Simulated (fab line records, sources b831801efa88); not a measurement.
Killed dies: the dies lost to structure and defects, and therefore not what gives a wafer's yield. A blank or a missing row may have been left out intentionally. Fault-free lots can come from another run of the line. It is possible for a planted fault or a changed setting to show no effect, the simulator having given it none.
fab line records :: flow sky130
record:
  lots: 12
  wafers: 36
  last_day: 52
route steps=708 shown METAL3@535 VIA4@640 PASSIVATION@682 PAD_OPEN@708
lots that met no fault: from a run of the same line without faults
start_h: hours from the record's opening day to when the first of the lot's shown wafers began :: wait_h: time in hours since the lot's previous step :: " the same as in the row above :: L1.1+2: a single row standing in for several wafers :: - value missing, or start not given :: * or withheld: withheld :: < > ~ a bound
route shown NAME@n: names a module that has steps shown in the file, with the first one's number in the route :: usual: the fault-free wafers' mean and standard deviation :: same: alike in all rows :: chamber/n: place in a boat :: sites: each site's reading :: _std_site: how widely they spread, as a standard deviation :: _edge_site: the outer-site mean with the inner-site mean subtracted :: radius_mm: how far each site lies from the wafer's centre :: mask NAME#n: copy n :: behind: tool/chamber where the wafer was last shaped :: hold: why the lot was held/for how many hours/how that ended :: device: transistor that didn't switch, given as n, p or np :: end of line: tests of these same wafers at the route's end :: step lacking rows: just its recipe :: killed: the dies lost at the first sort to structure and to defects; this is not the yield of the wafer :: map: shows each die of a wafer: x if killed, . if not, _ if none is there
set.NAME: setting as actually run; set.NAME@STEP: the setting as run at that earlier step :: model.NAME: the simulator's own value behind a step, which no gauge read
a sample of lots followed through the steps of the route, with each step as a table and each wafer as a row
services: when a tool's chamber went out of use (start_h, in hours from the record's first day, below 0 if earlier), for how many hours, and the reason
== steps ==
step: SKY_METAL3_SPUTTER_03
recipe:
  material: Ti
  target_thk_nm: 5
  power_w: 3000
  time_s: 3.3
  chamber_pressure_pa: 0.4
usual:
  throttle_valve_pct: 30.0/0.89
lot.wafer: L975.2
tool: pvd_sputter-04
chamber: -
start_h: 882.82
wait_h: 0.0
throttle_valve_pct: 29.4

lot.wafer: L975.3
tool: pvd_sputter-04
chamber: -
start_h: 882.82
wait_h: 0.0
throttle_valve_pct: 29.6

lot.wafer: L975.4
tool: pvd_sputter-04
chamber: -
start_h: 882.82
wait_h: 0.0
throttle_valve_pct: 30.6

lot.wafer: L976.4
tool: pvd_sputter-01
chamber: -
start_h: 902.98
wait_h: 0.0
throttle_valve_pct: 29.8

lot.wafer: L976.5
tool: pvd_sputter-01
chamber: -
start_h: 902.98
wait_h: 0.0
throttle_valve_pct: 29.5

lot.wafer: L976.6
tool: pvd_sputter-01
chamber: -
start_h: 902.98
wait_h: 0.0
throttle_valve_pct: 30.6

lot.wafer: L977.3
tool: pvd_sputter-03
chamber: -
start_h: 918.26
wait_h: 0.0
throttle_valve_pct: 30.7

lot.wafer: L977.4
tool: pvd_sputter-03
chamber: -
start_h: 918.26
wait_h: 0.0
throttle_valve_pct: 27.9

lot.wafer: L977.6
tool: pvd_sputter-03
chamber: -
start_h: 918.26
wait_h: 0.0
throttle_valve_pct: 29.9

lot.wafer: L978.4
tool: pvd_sputter-04
chamber: -
start_h: 925.19
wait_h: 0.0
throttle_valve_pct: 30.4

lot.wafer: L978.5
tool: pvd_sputter-04
chamber: -
start_h: 925.19
wait_h: 0.0
throttle_valve_pct: 29.3

lot.wafer: L978.6
tool: pvd_sputter-04
chamber: -
start_h: 925.19
wait_h: 0.0
throttle_valve_pct: 29.7

lot.wafer: L979.1
tool: pvd_sputter-04
chamber: -
start_h: 931.34
wait_h: 0.0
throttle_valve_pct: 29.7

lot.wafer: L979.3
tool: pvd_sputter-04
chamber: -
start_h: 931.34
wait_h: 0.0
throttle_valve_pct: 31.2

lot.wafer: L979.4
tool: pvd_sputter-04
chamber: -
start_h: 931.34
wait_h: 0.0
throttle_valve_pct: 29.3

lot.wafer: L980.1
tool: pvd_sputter-04
chamber: -
start_h: 937.64
wait_h: 0.0
throttle_valve_pct: 30.4

lot.wafer: L980.2
tool: pvd_sputter-04
chamber: -
start_h: 937.64
wait_h: 0.0
throttle_valve_pct: 29.4

lot.wafer: L980.5
tool: pvd_sputter-04
chamber: -
start_h: 937.64
wait_h: 0.0
throttle_valve_pct: 31.3

lot.wafer: L981.1
tool: pvd_sputter-01
chamber: -
start_h: 945.46
wait_h: 0.0
throttle_valve_pct: 30.6

lot.wafer: L981.2
tool: pvd_sputter-01
chamber: -
start_h: 945.46
wait_h: 0.0
throttle_valve_pct: 29.4

lot.wafer: L981.6
tool: pvd_sputter-01
chamber: -
start_h: 945.46
wait_h: 0.0
throttle_valve_pct: 29.4

lot.wafer: L987.4
tool: pvd_sputter-04
chamber: -
start_h: 992.04
wait_h: 0.0
throttle_valve_pct: 29.6

lot.wafer: L987.5
tool: pvd_sputter-04
chamber: -
start_h: 992.04
wait_h: 0.0
throttle_valve_pct: 29.6

lot.wafer: L987.6
tool: pvd_sputter-04
chamber: -
start_h: 992.04
wait_h: 0.0
throttle_valve_pct: 29.2

lot.wafer: L991.1
tool: pvd_sputter-01
chamber: -
start_h: 1024.10
wait_h: 0.0
throttle_valve_pct: 30.0

lot.wafer: L991.2
tool: pvd_sputter-01
chamber: -
start_h: 1024.10
wait_h: 0.0
throttle_valve_pct: 30.4

lot.wafer: L991.5
tool: pvd_sputter-01
chamber: -
start_h: 1024.10
wait_h: 0.0
throttle_valve_pct: 30.1

lot.wafer: L995.2
tool: pvd_sputter-03
chamber: -
start_h: 1045.46
wait_h: 0.0
throttle_valve_pct: 30.7

lot.wafer: L995.3
tool: pvd_sputter-03
chamber: -
start_h: 1045.46
wait_h: 0.0
throttle_valve_pct: 30.0

lot.wafer: L995.6
tool: pvd_sputter-03
chamber: -
start_h: 1045.46
wait_h: 0.0
throttle_valve_pct: 31.1

lot.wafer: L996.2
tool: pvd_sputter-03
chamber: -
start_h: 1049.51
wait_h: 0.0
throttle_valve_pct: 30.3

lot.wafer: L996.3
tool: pvd_sputter-03
chamber: -
start_h: 1049.51
wait_h: 0.0
throttle_valve_pct: 30.8

lot.wafer: L996.6
tool: pvd_sputter-03
chamber: -
start_h: 1049.51
wait_h: 0.0
throttle_valve_pct: 30.1

lot.wafer: L997.1
tool: pvd_sputter-03
chamber: -
start_h: 1054.06
wait_h: 0.0
throttle_valve_pct: 30.8

lot.wafer: L997.3
tool: pvd_sputter-03
chamber: -
start_h: 1054.06
wait_h: 0.0
throttle_valve_pct: 30.7

lot.wafer: L997.6
tool: pvd_sputter-03
chamber: -
start_h: 1054.06
wait_h: 0.0
throttle_valve_pct: 30.2
step: SKY_VIA4_THK_MEAS_01
recipe:
  reads: SiO2_of_VIA4_HDPCVD_00
usual:
  VIA4_HDPCVD_THK: 1752/17
lot.wafer: L975.2
tool: film_metro-01
chamber: -
start_h: 1022.81
wait_h: 0.1
VIA4_HDPCVD_THK[nm]: 1745

lot.wafer: L975.3
tool: film_metro-01
chamber: -
start_h: 1022.81
wait_h: 0.1
VIA4_HDPCVD_THK[nm]: 1740

lot.wafer: L975.4
tool: film_metro-01
chamber: -
start_h: 1022.81
wait_h: 0.1
VIA4_HDPCVD_THK[nm]: 1735

lot.wafer: L976.4
tool: film_metro-03
chamber: -
start_h: 1041.30
wait_h: 0.0
VIA4_HDPCVD_THK[nm]: 1736

lot.wafer: L976.5
tool: film_metro-03
chamber: -
start_h: 1041.30
wait_h: 0.0
VIA4_HDPCVD_THK[nm]: 1755

lot.wafer: L976.6
tool: film_metro-03
chamber: -
start_h: 1041.30
wait_h: 0.0
VIA4_HDPCVD_THK[nm]: 1741

lot.wafer: L977.3
tool: film_metro-01
chamber: -
start_h: 1052.36
wait_h: 0.1
VIA4_HDPCVD_THK[nm]: 1735

lot.wafer: L977.4
tool: film_metro-01
chamber: -
start_h: 1052.36
wait_h: 0.1
VIA4_HDPCVD_THK[nm]: 1761

lot.wafer: L977.6
tool: film_metro-01
chamber: -
start_h: 1052.36
wait_h: 0.1
VIA4_HDPCVD_THK[nm]: 1754

lot.wafer: L978.4
tool: film_metro-01
chamber: -
start_h: 1058.34
wait_h: 0.0
VIA4_HDPCVD_THK[nm]: 1732

lot.wafer: L978.5
tool: film_metro-01
chamber: -
start_h: 1058.34
wait_h: 0.0
VIA4_HDPCVD_THK[nm]: 1771

lot.wafer: L978.6
tool: film_metro-01
chamber: -
start_h: 1058.34
wait_h: 0.0
VIA4_HDPCVD_THK[nm]: 1750

lot.wafer: L979.1
tool: film_metro-01
chamber: -
start_h: 1062.94
wait_h: 0.1
VIA4_HDPCVD_THK[nm]: 1762

lot.wafer: L979.3
tool: film_metro-01
chamber: -
start_h: 1062.94
wait_h: 0.1
VIA4_HDPCVD_THK[nm]: 1739

lot.wafer: L979.4
tool: film_metro-01
chamber: -
start_h: 1062.94
wait_h: 0.1
VIA4_HDPCVD_THK[nm]: 1738

lot.wafer: L980.1
tool: film_metro-03
chamber: -
start_h: 1066.11
wait_h: 0.1
VIA4_HDPCVD_THK[nm]: 1767

lot.wafer: L980.2
tool: film_metro-03
chamber: -
start_h: 1066.11
wait_h: 0.1
VIA4_HDPCVD_THK[nm]: 1787

lot.wafer: L980.5
tool: film_metro-03
chamber: -
start_h: 1066.11
wait_h: 0.1
VIA4_HDPCVD_THK[nm]: 1783

lot.wafer: L981.1
tool: film_metro-03
chamber: -
start_h: 1075.50
wait_h: 0.1
VIA4_HDPCVD_THK[nm]: 1765

lot.wafer: L981.2
tool: film_metro-03
chamber: -
start_h: 1075.50
wait_h: 0.1
VIA4_HDPCVD_THK[nm]: 1753

lot.wafer: L981.6
tool: film_metro-03
chamber: -
start_h: 1075.50
wait_h: 0.1
VIA4_HDPCVD_THK[nm]: 1762

lot.wafer: L987.4
tool: film_metro-01
chamber: -
start_h: 1113.39
wait_h: 0.0
VIA4_HDPCVD_THK[nm]: 1766

lot.wafer: L987.5
tool: film_metro-01
chamber: -
start_h: 1113.39
wait_h: 0.0
VIA4_HDPCVD_THK[nm]: 1779

lot.wafer: L987.6
tool: film_metro-01
chamber: -
start_h: 1113.39
wait_h: 0.0
VIA4_HDPCVD_THK[nm]: 1766

lot.wafer: L991.1
tool: film_metro-03
chamber: -
start_h: 1140.35
wait_h: 0.1
VIA4_HDPCVD_THK[nm]: 1738

lot.wafer: L991.2
tool: film_metro-03
chamber: -
start_h: 1140.35
wait_h: 0.1
VIA4_HDPCVD_THK[nm]: 1763

lot.wafer: L991.5
tool: film_metro-03
chamber: -
start_h: 1140.35
wait_h: 0.1
VIA4_HDPCVD_THK[nm]: 1743

lot.wafer: L995.2
tool: film_metro-01
chamber: -
start_h: 1160.31
wait_h: 0.1
VIA4_HDPCVD_THK[nm]: 1739

lot.wafer: L995.3
tool: film_metro-01
chamber: -
start_h: 1160.31
wait_h: 0.1
VIA4_HDPCVD_THK[nm]: 1758

lot.wafer: L995.6
tool: film_metro-01
chamber: -
start_h: 1160.31
wait_h: 0.1
VIA4_HDPCVD_THK[nm]: 1733

lot.wafer: L996.2
tool: film_metro-01
chamber: -
start_h: 1162.71
wait_h: 0.1
VIA4_HDPCVD_THK[nm]: 1735

lot.wafer: L996.3
tool: film_metro-01
chamber: -
start_h: 1162.71
wait_h: 0.1
VIA4_HDPCVD_THK[nm]: 1729

lot.wafer: L996.6
tool: film_metro-01
chamber: -
start_h: 1162.71
wait_h: 0.1
VIA4_HDPCVD_THK[nm]: 1739

lot.wafer: L997.1
tool: film_metro-03
chamber: -
start_h: 1166.34
wait_h: 0.1
VIA4_HDPCVD_THK[nm]: 1750

lot.wafer: L997.3
tool: film_metro-03
chamber: -
start_h: 1166.34
wait_h: 0.1
VIA4_HDPCVD_THK[nm]: 1740

lot.wafer: L997.6
tool: film_metro-03
chamber: -
start_h: 1166.34
wait_h: 0.1
VIA4_HDPCVD_THK[nm]: 1758
step: SKY_VIA4_ETCH_12
recipe:
  target: SiO2
  chemistry: C4F8/O2/Ar
  stop_on: TiN
  mask_material: NOVOLAK
  source_w: 1500
  bias_w: 1200
  pressure_mtorr: 40
  c4f8_flow_sccm: withheld
  O2_flow_sccm: 6
  Ar_flow_sccm: 300
  time_s: withheld
  target_depth_a: 5800
usual:
  bias_w: 1200/3.7
  oes_product_au: 0.925/0.005
lot.wafer: L975.2
tool: rie_diel-02
chamber: 0
start_h: 1046.83
wait_h: 0.0
bias_w: 1203
oes_product_au: 0.926

lot.wafer: L975.3
tool: rie_diel-02
chamber: 1
start_h: 1046.83
wait_h: 0.0
bias_w: 1201
oes_product_au: 0.924

lot.wafer: L975.4
tool: rie_diel-02
chamber: 3
start_h: 1046.83
wait_h: 0.0
bias_w: 1193
oes_product_au: 0.929

lot.wafer: L976.4
tool: rie_diel-04
chamber: 1
start_h: 1064.52
wait_h: 0.0
bias_w: 1201
oes_product_au: 0.932

lot.wafer: L976.5
tool: rie_diel-04
chamber: 0
start_h: 1064.52
wait_h: 0.0
bias_w: 1196
oes_product_au: 0.923

lot.wafer: L976.6
tool: rie_diel-04
chamber: 3
start_h: 1064.52
wait_h: 0.0
bias_w: 1196
oes_product_au: 0.926

lot.wafer: L977.3
tool: rie_diel-02
chamber: 2
start_h: 1075.39
wait_h: 0.0
bias_w: 1198
oes_product_au: 0.922

lot.wafer: L977.4
tool: rie_diel-02
chamber: 1
start_h: 1075.39
wait_h: 0.0
bias_w: 1187
oes_product_au: 0.929

lot.wafer: L977.6
tool: rie_diel-02
chamber: 2
start_h: 1075.39
wait_h: 0.0
bias_w: 1204
oes_product_au: 0.930

lot.wafer: L978.4
tool: rie_diel-04
chamber: 1
start_h: 1081.53
wait_h: 0.0
bias_w: 1205
oes_product_au: 0.923

lot.wafer: L978.5
tool: rie_diel-04
chamber: 1
start_h: 1081.53
wait_h: 0.0
bias_w: 1204
oes_product_au: 0.926

lot.wafer: L978.6
tool: rie_diel-04
chamber: 2
start_h: 1081.53
wait_h: 0.0
bias_w: 1196
oes_product_au: 0.932

lot.wafer: L979.1
tool: rie_diel-03
chamber: 2
start_h: 1085.93
wait_h: 0.0
bias_w: 1204
oes_product_au: 0.918

lot.wafer: L979.3
tool: rie_diel-03
chamber: 0
start_h: 1085.93
wait_h: 0.0
bias_w: 1198
oes_product_au: 0.920

lot.wafer: L979.4
tool: rie_diel-03
chamber: 3
start_h: 1085.93
wait_h: 0.0
bias_w: 1200
oes_product_au: 0.931

lot.wafer: L980.1
tool: rie_diel-03
chamber: 3
start_h: 1088.69
wait_h: 0.0
bias_w: 1203
oes_product_au: 0.930

lot.wafer: L980.2
tool: rie_diel-03
chamber: 0
start_h: 1088.69
wait_h: 0.0
bias_w: 1199
oes_product_au: 0.930

lot.wafer: L980.5
tool: rie_diel-03
chamber: 1
start_h: 1088.69
wait_h: 0.0
bias_w: 1204
oes_product_au: 0.927

lot.wafer: L981.1
tool: rie_diel-03
chamber: 3
start_h: 1097.34
wait_h: 0.0
bias_w: 1200
oes_product_au: 0.918

lot.wafer: L981.2
tool: rie_diel-03
chamber: 0
start_h: 1097.34
wait_h: 0.0
bias_w: 1194
oes_product_au: 0.927

lot.wafer: L981.6
tool: rie_diel-03
chamber: 1
start_h: 1097.34
wait_h: 0.0
bias_w: 1198
oes_product_au: 0.927

lot.wafer: L987.4
tool: rie_diel-04
chamber: 1
start_h: 1134.48
wait_h: 0.0
bias_w: 1206
oes_product_au: 0.919

lot.wafer: L987.5
tool: rie_diel-04
chamber: 0
start_h: 1134.48
wait_h: 0.0
bias_w: 1199
oes_product_au: 0.935

lot.wafer: L987.6
tool: rie_diel-04
chamber: 3
start_h: 1134.48
wait_h: 0.0
bias_w: 1206
oes_product_au: 0.935

lot.wafer: L991.1
tool: rie_diel-02
chamber: 3
start_h: 1161.29
wait_h: 0.0
bias_w: 1200
oes_product_au: 0.925

lot.wafer: L991.2
tool: rie_diel-02
chamber: 1
start_h: 1161.29
wait_h: 0.0
bias_w: 1207
oes_product_au: 0.918

lot.wafer: L991.5
tool: rie_diel-02
chamber: 3
start_h: 1161.29
wait_h: 0.0
bias_w: 1196
oes_product_au: 0.933

lot.wafer: L995.2
tool: rie_diel-04
chamber: 0
start_h: 1179.33
wait_h: 0.0
bias_w: 1198
oes_product_au: 0.930

lot.wafer: L995.3
tool: rie_diel-04
chamber: 3
start_h: 1179.33
wait_h: 0.0
bias_w: 1200
oes_product_au: 0.924

lot.wafer: L995.6
tool: rie_diel-04
chamber: 2
start_h: 1179.33
wait_h: 0.0
bias_w: 1206
oes_product_au: 0.927

lot.wafer: L996.2
tool: rie_diel-02
chamber: 0
start_h: 1181.88
wait_h: 0.0
bias_w: 1204
oes_product_au: 0.925

lot.wafer: L996.3
tool: rie_diel-02
chamber: 3
start_h: 1181.88
wait_h: 0.0
bias_w: 1196
oes_product_au: 0.927

lot.wafer: L996.6
tool: rie_diel-02
chamber: 3
start_h: 1181.88
wait_h: 0.0
bias_w: 1193
oes_product_au: 0.928

lot.wafer: L997.1
tool: rie_diel-04
chamber: 0
start_h: 1185.44
wait_h: 0.0
bias_w: 1199
oes_product_au: 0.919

lot.wafer: L997.3
tool: rie_diel-04
chamber: 2
start_h: 1185.44
wait_h: 0.0
bias_w: 1203
oes_product_au: 0.929

lot.wafer: L997.6
tool: rie_diel-04
chamber: 1
start_h: 1185.44
wait_h: 0.0
bias_w: 1199
oes_product_au: 0.922
step: SKY_PASSIVATION_THK_MEAS_01
recipe:
  reads: SiO2_of_PASSIVATION_CVD_00
usual:
  PASSIVATION_CVD_00_THK: 89.6/1.1
lot.wafer: L975.2
tool: film_metro-02
chamber: -
start_h: 1071.88
wait_h: -
PASSIVATION_CVD_00_THK[nm]: 89.0

lot.wafer: L975.3
tool: film_metro-02
chamber: -
start_h: 1071.88
wait_h: -
PASSIVATION_CVD_00_THK[nm]: 89.6

lot.wafer: L975.4
tool: film_metro-02
chamber: -
start_h: 1071.88
wait_h: -
PASSIVATION_CVD_00_THK[nm]: 90.0

lot.wafer: L976.4
tool: film_metro-01
chamber: -
start_h: 1088.91
wait_h: -
PASSIVATION_CVD_00_THK[nm]: 92.7

lot.wafer: L976.5
tool: film_metro-01
chamber: -
start_h: 1088.91
wait_h: -
PASSIVATION_CVD_00_THK[nm]: 90.6

lot.wafer: L976.6
tool: film_metro-01
chamber: -
start_h: 1088.91
wait_h: -
PASSIVATION_CVD_00_THK[nm]: 91.0

lot.wafer: L977.3
tool: film_metro-04
chamber: -
start_h: 1099.55
wait_h: -
PASSIVATION_CVD_00_THK[nm]: 89.6

lot.wafer: L977.4
tool: film_metro-04
chamber: -
start_h: 1099.55
wait_h: -
PASSIVATION_CVD_00_THK[nm]: 90.6

lot.wafer: L977.6
tool: film_metro-04
chamber: -
start_h: 1099.55
wait_h: -
PASSIVATION_CVD_00_THK[nm]: 91.0

lot.wafer: L978.4
tool: film_metro-01
chamber: -
start_h: 1105.58
wait_h: -
PASSIVATION_CVD_00_THK[nm]: 91.7

lot.wafer: L978.5
tool: film_metro-01
chamber: -
start_h: 1105.58
wait_h: -
PASSIVATION_CVD_00_THK[nm]: 92.1

lot.wafer: L978.6
tool: film_metro-01
chamber: -
start_h: 1105.58
wait_h: -
PASSIVATION_CVD_00_THK[nm]: 91.7

lot.wafer: L979.1
tool: film_metro-04
chamber: -
start_h: 1109.82
wait_h: -
PASSIVATION_CVD_00_THK[nm]: 88.3

lot.wafer: L979.3
tool: film_metro-04
chamber: -
start_h: 1109.82
wait_h: -
PASSIVATION_CVD_00_THK[nm]: 87.8

lot.wafer: L979.4
tool: film_metro-04
chamber: -
start_h: 1109.82
wait_h: -
PASSIVATION_CVD_00_THK[nm]: 90.7

lot.wafer: L980.1
tool: film_metro-04
chamber: -
start_h: 1112.67
wait_h: -
PASSIVATION_CVD_00_THK[nm]: 89.5

lot.wafer: L980.2
tool: film_metro-04
chamber: -
start_h: 1112.67
wait_h: -
PASSIVATION_CVD_00_THK[nm]: 87.4

lot.wafer: L980.5
tool: film_metro-04
chamber: -
start_h: 1112.67
wait_h: -
PASSIVATION_CVD_00_THK[nm]: 90.2

lot.wafer: L981.1
tool: film_metro-01
chamber: -
start_h: 1121.33
wait_h: -
PASSIVATION_CVD_00_THK[nm]: 89.7

lot.wafer: L981.2
tool: film_metro-01
chamber: -
start_h: 1121.33
wait_h: -
PASSIVATION_CVD_00_THK[nm]: 88.2

lot.wafer: L981.6
tool: film_metro-01
chamber: -
start_h: 1121.33
wait_h: -
PASSIVATION_CVD_00_THK[nm]: 91.5

lot.wafer: L987.4
tool: film_metro-04
chamber: -
start_h: 1157.07
wait_h: -
PASSIVATION_CVD_00_THK[nm]: 90.1

lot.wafer: L987.5
tool: film_metro-04
chamber: -
start_h: 1157.07
wait_h: -
PASSIVATION_CVD_00_THK[nm]: 91.6

lot.wafer: L987.6
tool: film_metro-04
chamber: -
start_h: 1157.07
wait_h: -
PASSIVATION_CVD_00_THK[nm]: 90.6

lot.wafer: L991.1
tool: film_metro-04
chamber: -
start_h: 1182.74
wait_h: -
PASSIVATION_CVD_00_THK[nm]: 88.4

lot.wafer: L991.2
tool: film_metro-04
chamber: -
start_h: 1182.74
wait_h: -
PASSIVATION_CVD_00_THK[nm]: 88.5

lot.wafer: L991.5
tool: film_metro-04
chamber: -
start_h: 1182.74
wait_h: -
PASSIVATION_CVD_00_THK[nm]: 90.1

lot.wafer: L995.2
tool: film_metro-01
chamber: -
start_h: 1200.32
wait_h: -
PASSIVATION_CVD_00_THK[nm]: 89.3

lot.wafer: L995.3
tool: film_metro-01
chamber: -
start_h: 1200.32
wait_h: -
PASSIVATION_CVD_00_THK[nm]: 90.4

lot.wafer: L995.6
tool: film_metro-01
chamber: -
start_h: 1200.32
wait_h: -
PASSIVATION_CVD_00_THK[nm]: 90.1

lot.wafer: L996.2
tool: film_metro-01
chamber: -
start_h: 1202.59
wait_h: -
PASSIVATION_CVD_00_THK[nm]: 88.0

lot.wafer: L996.3
tool: film_metro-01
chamber: -
start_h: 1202.59
wait_h: -
PASSIVATION_CVD_00_THK[nm]: 88.3

lot.wafer: L996.6
tool: film_metro-01
chamber: -
start_h: 1202.59
wait_h: -
PASSIVATION_CVD_00_THK[nm]: 90.2

lot.wafer: L997.1
tool: film_metro-01
chamber: -
start_h: 1205.22
wait_h: -
PASSIVATION_CVD_00_THK[nm]: 90.5

lot.wafer: L997.3
tool: film_metro-01
chamber: -
start_h: 1205.22
wait_h: -
PASSIVATION_CVD_00_THK[nm]: 89.5

lot.wafer: L997.6
tool: film_metro-01
chamber: -
start_h: 1205.22
wait_h: -
PASSIVATION_CVD_00_THK[nm]: 91.9
step: SKY_PAD_OPEN_PROBE_99
usual:
  defect_limited_yield: 82.5/1.9
  killed_at_M0_to_M3: 44/7.1
  killed_at_M4_up: 3.3/1.9
  killed_at_contacts: 24/5.3
  killed_at_front_end: 15/4.5
  killed_at_other: 0.3/0.55
  killed_dies: 86/9.5
  killed_open: 46/7.3
  killed_short: 39/6.4
  sort_bin_3_pad_short: 0.9/0.43
  sort_bin_5_function: 10.3/1.4
  sort_bin_6_memory: 6.3/1
  sort_n_pass: 406/9.5
  sort_yield_pct: 82.5/1.9
same:
  gross_dies: 492
  killed_at_back_side: 0
  sort_bin_4_leakage[%]: 0
  sort_bin_8_speed[%]: 0
lot.wafer: L987.4
tool: prober-01
chamber: -
start_h: 1198.26
wait_h: 0.2
defect_limited_yield[%]: 70.5
killed_at_M0_to_M3: 98
killed_at_M4_up: 3
killed_at_contacts: 33
killed_at_front_end: 11
killed_at_other: 0
killed_dies: 145
killed_open: 49
killed_short: 31
sort_bin_3_pad_short[%]: 4.7
sort_bin_5_function[%]: 17.3
sort_bin_6_memory[%]: 7.5
sort_n_pass: 347
sort_yield_pct[%]: 70.5

lot.wafer: L987.5
tool: prober-01
chamber: -
start_h: 1198.31
wait_h: 0.2
defect_limited_yield[%]: 80.7
killed_at_M0_to_M3: 53
killed_at_M4_up: 3
killed_at_contacts: 25
killed_at_front_end: 14
killed_at_other: 0
killed_dies: 95
killed_open: 50
killed_short: 45
sort_bin_3_pad_short[%]: 1.0
sort_bin_5_function[%]: 11.4
sort_bin_6_memory[%]: 6.9
sort_n_pass: 397
sort_yield_pct[%]: 80.7

lot.wafer: L987.6
tool: prober-01
chamber: -
start_h: 1198.36
wait_h: 0.2
defect_limited_yield[%]: 70.9
killed_at_M0_to_M3: 98
killed_at_M4_up: 5
killed_at_contacts: 28
killed_at_front_end: 12
killed_at_other: 0
killed_dies: 143
killed_open: 43
killed_short: 33
sort_bin_3_pad_short[%]: 5.3
sort_bin_5_function[%]: 16.9
sort_bin_6_memory[%]: 6.9
sort_n_pass: 349
sort_yield_pct[%]: 70.9
killed by level:class
L987.4 METAL3:unspecified=64 CONTACT:geometric_particle:open=15 LI_CONTACT:geometric_particle:open=10 VIA1:geometric_particle:short=7 VIA1:geometric_particle:open=7 VIA3:geometric_particle:open=7 FIELD_ISO:geometric_particle:short=4 LOCAL_INTERCONNECT:geometric_particle:short=4
L987.5 VIA1:geometric_particle:open=15 METAL2:geometric_particle:short=9 CONTACT:geometric_particle:open=7 LI_CONTACT:geometric_particle:open=6 CONTACT:geometric_particle:short=6 VIA1:geometric_particle:short=6 VIA2:geometric_particle:open=6 METAL1:geometric_particle:short=5
L987.6 METAL3:unspecified=67 LI_CONTACT:geometric_particle:open=11 CONTACT:geometric_particle:open=10 VIA1:geometric_particle:open=9 METAL2:geometric_particle:short=6 FIELD_ISO:geometric_particle:short=4 LOCAL_INTERCONNECT:geometric_particle:short=4 VIA1:geometric_particle:short=4
== services ==
tool: rie_diel-02
chamber: -
start_h: 859.71
hours: 0.4
kind: repair

tool: rie_diel-04
chamber: 0
start_h: 871.89
hours: 8.4
kind: repair

tool: rie_diel-03
chamber: 0
start_h: 880.72
hours: 6.2
kind: repair

tool: pvd_sputter-04
chamber: -
start_h: 888.79
hours: 5.0
kind: repair

tool: rie_diel-04
chamber: 2
start_h: 889.66
hours: 3.1
kind: repair

tool: rie_diel-02
chamber: 2
start_h: 892.22
hours: 7.5
kind: repair

tool: rie_diel-03
chamber: 2
start_h: 934.58
hours: 1.2
kind: repair

tool: rie_diel-03
chamber: 1
start_h: 934.73
hours: 8.7
kind: repair

tool: rie_diel-02
chamber: 3
start_h: 943.43
hours: 16.5
kind: repair

tool: pvd_sputter-04
chamber: -
start_h: 951.74
hours: 1.5
kind: repair

tool: rie_diel-03
chamber: 1
start_h: 967.80
hours: 5.9
kind: repair

tool: pvd_sputter-03
chamber: -
start_h: 995.65
hours: 5.8
kind: repair

tool: rie_diel-02
chamber: 3
start_h: 1004.32
hours: 8.2
kind: repair

tool: pvd_sputter-03
chamber: -
start_h: 1008.55
hours: 3.4
kind: repair

tool: pvd_sputter-01
chamber: -
start_h: 1011.13
hours: 2.7
kind: repair

tool: rie_diel-02
chamber: 2
start_h: 1015.94
hours: 8.9
kind: repair

tool: pvd_sputter-04
chamber: -
start_h: 1024.35
hours: 2.1
kind: repair

tool: rie_diel-04
chamber: 3
start_h: 1036.15
hours: 5.4
kind: repair

tool: rie_diel-02
chamber: 2
start_h: 1046.80
hours: 9.8
kind: repair

tool: pvd_sputter-03
chamber: -
start_h: 1104.24
hours: 5.4
kind: repair

tool: pvd_sputter-04
chamber: -
start_h: 1149.71
hours: 9.9
kind: repair

tool: pvd_sputter-03
chamber: -
start_h: 1169.75
hours: 2.9
kind: repair

tool: pvd_sputter-04
chamber: -
start_h: 1177.08
hours: 9.0
kind: repair

tool: pvd_sputter-03
chamber: -
start_h: 1179.89
hours: 3.1
kind: repair
== key ==
first_sign:
  step: SKY_PAD_OPEN_PROBE_99
  reading: sort_bin_3_pad_short
  direction: up
  sigmas: 9.5
  usual: 0.9
  struck: 5.0
effect:
  step: SKY_PAD_OPEN_PROBE_99
  reading: killed_at_M0_to_M3
  direction: up
  sigmas: 7.6
  usual: 44
  struck: 98
met_at SKY_METAL3_SPUTTER_03
struck_lots L987
struck_wafers L987.4,L987.6
not_acting_at SKY_VIA4_THK_MEAS_01,SKY_VIA4_ETCH_12,SKY_PASSIVATION_THK_MEAS_01
onset_between 931.34 992.04
fault:
  kind: chamber_particle_source
  tool: pvd_sputter-04
  chamber: -
  onset_h: 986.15
  steps: SKY_METAL3_SPUTTER_03
  rate_per_visit_cm2: 1.7922
  end_h: 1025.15
  scope: struck_wafers_only
